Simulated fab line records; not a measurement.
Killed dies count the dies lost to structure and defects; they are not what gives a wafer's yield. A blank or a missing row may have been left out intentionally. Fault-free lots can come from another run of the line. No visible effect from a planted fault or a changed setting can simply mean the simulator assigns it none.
The same fault as seen by 2 desks ; flow sky130 ; each desk holds nothing but its own numbers, with what lay behind them at the end

== THE METROLOGY DESK ==
What the gauges read for every lot (on any tool): the sampled wafers with a number, averaged. If a lot's mean is further than 4 standard deviations from the usual mean, the lot is out of limits and carries the mark OUT (the distance appears in the brackets).
Columns: A = CONTACT_W_RS at SKY_CONTACT_RS_MEAS_25, usual 0.337 ohm/sq; B = METAL1_ALCU_THK at SKY_METAL1_THK_MEAS_06, usual 247 nm
lot;first seen here;A;B
L106;day 30 20:35;0.337;247
L107;day 31 08:10;0.334;247
L108;day 31 14:32;0.338;246
L109;day 32 08:41;0.341;254
L110;day 32 15:59;0.342;248
L111;day 32 18:18;0.343;245
L112;day 33 01:24;0.342;246
L113;day 33 16:20;0.333;244
L115;day 34 06:52;0.334;245
L117;day 35 00:06;0.337;247
L129;day 39 08:17;0.334;259
This desk's finding: nothing out of limits on any of the 11 lots.

== TOOL OWNER'S DESK, pvd_sputter-04 ==
At SKY_METAL1_SPUTTER_04 (material TiN, target thk 70 nm, time 58.3 s) the tool's own readings: per lot run on this tool, the mean of the sampled wafers that have a number. If a lot's mean is further than 4 standard deviations from the usual mean, the lot is out of limits and carries the mark OUT (the distance appears in the brackets).
Columns: A = cathode_dc_power_W at SKY_METAL1_SPUTTER_04, usual 6500.0 W; B = throttle_valve_pct at SKY_METAL1_SPUTTER_04, usual 30.0 %
lot;first seen here;A;B
L107;day 31 08:43;6500.3;31.2
L110;day 32 16:34;6499.6;29.9
L111;day 32 18:52;6500.0;29.6
L129;day 39 08:49;6499.1;29.4
This desk's finding: nothing out of limits on any of the 4 lots.

== PUT TOGETHER ==
Metrology desk: nothing out of limits seen.
The tool owner's desk saw nothing out of limits.

== WHAT THE SIMULATOR HAD PUT IN ==
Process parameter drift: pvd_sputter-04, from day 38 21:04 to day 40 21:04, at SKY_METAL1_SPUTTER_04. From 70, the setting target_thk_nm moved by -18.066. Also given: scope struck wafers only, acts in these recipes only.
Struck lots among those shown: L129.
